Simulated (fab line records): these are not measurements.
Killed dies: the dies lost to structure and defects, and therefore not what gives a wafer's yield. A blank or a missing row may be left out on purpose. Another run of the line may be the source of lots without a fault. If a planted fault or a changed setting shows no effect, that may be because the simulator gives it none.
Which of the tools did it? | flow sky130 | 36 wafers from 12 lots sampled at 5 of the route's 708 steps

WHAT THE GAUGES SHOWED, per wafer
SKY_POLY_CUT_OVL_MEAS_09. Usual: POLY_CUT_OVL -1 nm, standard deviation 5.9.
lot  | measured     | on         | POLY_CUT_OVL (nm) | flag
L380 | day 24 12:28 | overlay-02 | 9 -2 7            | 
L382 | day 25 00:40 | overlay-01 | -4 0 0            | 
L383 | day 25 09:22 | overlay-02 | -3 -5 -10         | 
L386 | day 26 18:37 | overlay-01 | -1 0 3            | 
L389 | day 27 15:34 | overlay-02 | -12 -11 -5        | 
L391 | day 28 10:28 | overlay-01 | 0 3 4             | 
L394 | day 29 06:46 | overlay-01 | 2 0 0             | 
L396 | day 30 00:02 | overlay-02 | 9 -1 4            | 
L397 | day 30 11:43 | overlay-02 | -4 -8 -2          | 
L399 | day 30 19:37 | overlay-01 | 3 3 -3            | 
L401 | day 31 09:10 | overlay-02 | 1 8 2             | 
L402 | day 31 16:26 | overlay-02 | -5 -7 2           | 

SKY_SD_N_OVL_MEAS_08. Usual: SD_N_OVL -0.1 nm, standard deviation 1.3.
lot  | measured     | on         | SD_N_OVL (nm)  | flag
L380 | day 28 03:52 | overlay-02 | 0.1 -1.9 -0.8  | 
L382 | day 28 14:08 | overlay-01 | 1.6 -0.4 -0.3  | 
L383 | day 28 22:52 | overlay-02 | -0.5 0.7 0.8   | 
L386 | day 30 08:11 | overlay-02 | 0.0 -1.0 -1.5  | 
L389 | day 31 03:25 | overlay-02 | 0.3 0.3 0.3    | 
L391 | day 31 23:06 | overlay-01 | 1.6 -0.5 0.4   | 
L394 | day 32 18:08 | overlay-02 | 0.5 -0.2 -0.8  | 
L396 | day 33 08:49 | overlay-02 | -0.8 -1.3 -0.3 | 
L397 | day 33 21:14 | overlay-01 | 4.5 2.4 2.3    | 
L399 | day 34 08:20 | overlay-02 | 1.6 0.9 1.7    | 
L401 | day 34 19:31 | overlay-01 | -0.4 1.3 -1.4  | 
L402 | day 34 23:40 | overlay-02 | -0.3 -1.4 -2.1 | 

SKY_LOCAL_INTERCONNECT_OVL_MEAS_12. Usual: LOCAL_INTERCONNECT_OVL -3 nm, standard deviation 4.9.
lot  | measured     | on         | LOCAL_INTERCONNECT_OVL (nm) | flag
L380 | day 30 15:39 | overlay-01 | -9 -8 -9                    | 
L382 | day 31 00:47 | overlay-01 | 0 -2 4                      | 
L383 | day 31 09:58 | overlay-02 | -8 3 -7                     | 
L386 | day 32 18:35 | overlay-01 | -8 -4 -9                    | 
L389 | day 33 12:52 | overlay-02 | -10 -12 -9                  | 
L391 | day 34 09:14 | overlay-02 | -6 -6 -10                   | 
L394 | day 35 03:14 | overlay-01 | -4 2 -2                     | 
L396 | day 35 16:51 | overlay-02 | -13 -6 -14                  | 
L397 | day 36 06:07 | overlay-01 | 0 -4 -7                     | 
L399 | day 36 15:17 | overlay-01 | 0 -5 0                      | 
L401 | day 37 02:44 | overlay-01 | -3 0 4                      | 
L402 | day 37 06:46 | overlay-01 | -6 -2 -5                    | 

WHICH TOOL RAN EACH LOT (tool, then ch and the chambers of the sampled wafers, then the start)
lot  | SKY_LI_CONTACT_ETCH_14            | SKY_LI_CONTACT_STRIP_16
L380 | rieDiel-03 ch 0,1,2, day 29 10:16 | plasmaAsher-04 ch 0,1, day 29 10:23
L382 | rieDiel-01 ch 0,3, day 29 19:55   | plasmaAsher-04 ch 0,1, day 29 20:02
L383 | rieDiel-01 ch 0,1,3, day 30 04:34 | plasmaAsher-03 ch 0,1, day 30 04:41
L386 | rieDiel-01 ch 0,1,3, day 31 13:14 | plasmaAsher-03 ch 0,1, day 31 13:22
L389 | rieDiel-01 ch 1,2,3, day 32 08:28 | plasmaAsher-03 ch 0,1, day 32 08:35
L391 | rieDiel-01 ch 1,3, day 33 04:28   | plasmaAsher-04 ch 0, day 33 04:35
L394 | rieDiel-04 ch 0,1,2, day 33 22:55 | plasmaAsher-04 ch 0,1, day 33 23:02
L396 | rieDiel-03 ch 0,2,3, day 34 12:41 | plasmaAsher-04 ch 0,1, day 34 12:48
L397 | rieDiel-04 ch 1,2,3, day 35 01:56 | plasmaAsher-03 ch 0, day 35 02:04
L399 | rieDiel-01 ch 0,1,2, day 35 12:03 | plasmaAsher-02 ch 0,1, day 35 12:10
L401 | rieDiel-01 ch 1,2, day 35 23:27   | plasmaAsher-02 ch 0,1, day 35 23:34
L402 | rieDiel-01 ch 1,2,3, day 36 03:27 | plasmaAsher-03 ch 0,1, day 36 03:34
- SKY_LI_CONTACT_ETCH_14: etches BARC in N2/H2, stops on SiO2, time 45.9 s, target depth 60 nm.
- SKY_LI_CONTACT_STRIP_16: strips in O2/N2.

WHAT THE TOOLS THEMSELVES READ (means of the sampled wafers that have a number; where no wafer has one, the mark that the record gives instead)
SKY_LI_CONTACT_ETCH_14. Usual: drypumpMotorCurrentA 5.7 A, standard deviation 0.41; oesProductAu 0.854 a.u., standard deviation 0.005; rfFwdPowerW 494.3 W, standard deviation 2.1; throttleValvePct 13.225 %, standard deviation 0.0094.
lot  | tool       | drypumpMotorCurrentA (A) | oesProductAu (a.u.) | rfFwdPowerW (W) | throttleValvePct (%) | flag
L380 | rieDiel-03 | 5.8                      | 0.859               | 494.9           | 13.225               | 
L382 | rieDiel-01 | 5.8                      | 0.852               | 492.6           | 13.224               | 
L383 | rieDiel-01 | 5.8                      | 0.855               | 492.8           | 13.224               | 
L386 | rieDiel-01 | 5.8                      | 0.859               | 492.1           | 13.220               | 
L389 | rieDiel-01 | 5.9                      | 0.854               | 694.2           | 13.235               | OFF
L391 | rieDiel-01 | 5.8                      | 0.850               | 693.5           | 13.227               | OFF
L394 | rieDiel-04 | 5.3                      | 0.856               | 492.9           | 13.227               | 
L396 | rieDiel-03 | 5.9                      | 0.861               | 496.3           | 13.224               | 
L397 | rieDiel-04 | 5.4                      | 0.852               | 492.9           | 13.217               | 
L399 | rieDiel-01 | 5.9                      | 0.854               | 494.2           | 13.225               | 
L401 | rieDiel-01 | 5.9                      | 0.852               | 497.7           | 13.229               | 
L402 | rieDiel-01 | 5.9                      | 0.853               | 496.2           | 13.226               | 

SKY_LI_CONTACT_STRIP_16. Usual: drypumpMotorCurrentA 5.9 A, standard deviation 0.5; oesProductAu 0.375 a.u., standard deviation 0.0044; stripTimeToEndpointS 3.485 s, standard deviation 0.026.
lot  | tool           | drypumpMotorCurrentA (A) | oesProductAu (a.u.) | stripTimeToEndpointS (s) | flag
L380 | plasmaAsher-04 | 6.5                      | 0.376               | 3.468                    | 
L382 | plasmaAsher-04 | 6.5                      | 0.371               | 3.468                    | 
L383 | plasmaAsher-03 | 5.7                      | 0.376               | 3.521                    | 
L386 | plasmaAsher-03 | 5.7                      | 0.379               | 3.507                    | 
L389 | plasmaAsher-03 | 5.7                      | 0.370               | 3.320                    | OFF
L391 | plasmaAsher-04 | 6.4                      | 0.369               | 3.315                    | OFF
L394 | plasmaAsher-04 | 6.4                      | 0.373               | 3.458                    | 
L396 | plasmaAsher-04 | 6.5                      | 0.378               | 3.486                    | 
L397 | plasmaAsher-03 | 6.4                      | 0.376               | 3.480                    | 
L399 | plasmaAsher-02 | 5.5                      | 0.374               | 3.532                    | 
L401 | plasmaAsher-02 | 5.5                      | 0.373               | 3.483                    | 
L402 | plasmaAsher-03 | 5.7                      | 0.375               | 3.475                    | 

THE ANSWER, worked out from the rows above alone
Rule: lot off if the mean of its wafers having a number is beyond 3 standard deviations from the usual mean. A lot without any number at a reading at which 4 lots or more have one is off too. All remaining lots with rows at the step are treated as sound. The gauges are gone through in route order, then the tools' own readings, and for those a lot's mean is taken as printed above. At the first step where some lot is off, the reading lying furthest off is the one used; lots without a number count as furthest.
Off at SKY_LI_CONTACT_ETCH_14 (rfFwdPowerW): L389, L391.
A tool fits if, at that step or a process step before it, it ran every lot that is off, and no sound lot after the first of them. Of those tried, none fits.

WHAT THE SIMULATOR HAD PUT IN
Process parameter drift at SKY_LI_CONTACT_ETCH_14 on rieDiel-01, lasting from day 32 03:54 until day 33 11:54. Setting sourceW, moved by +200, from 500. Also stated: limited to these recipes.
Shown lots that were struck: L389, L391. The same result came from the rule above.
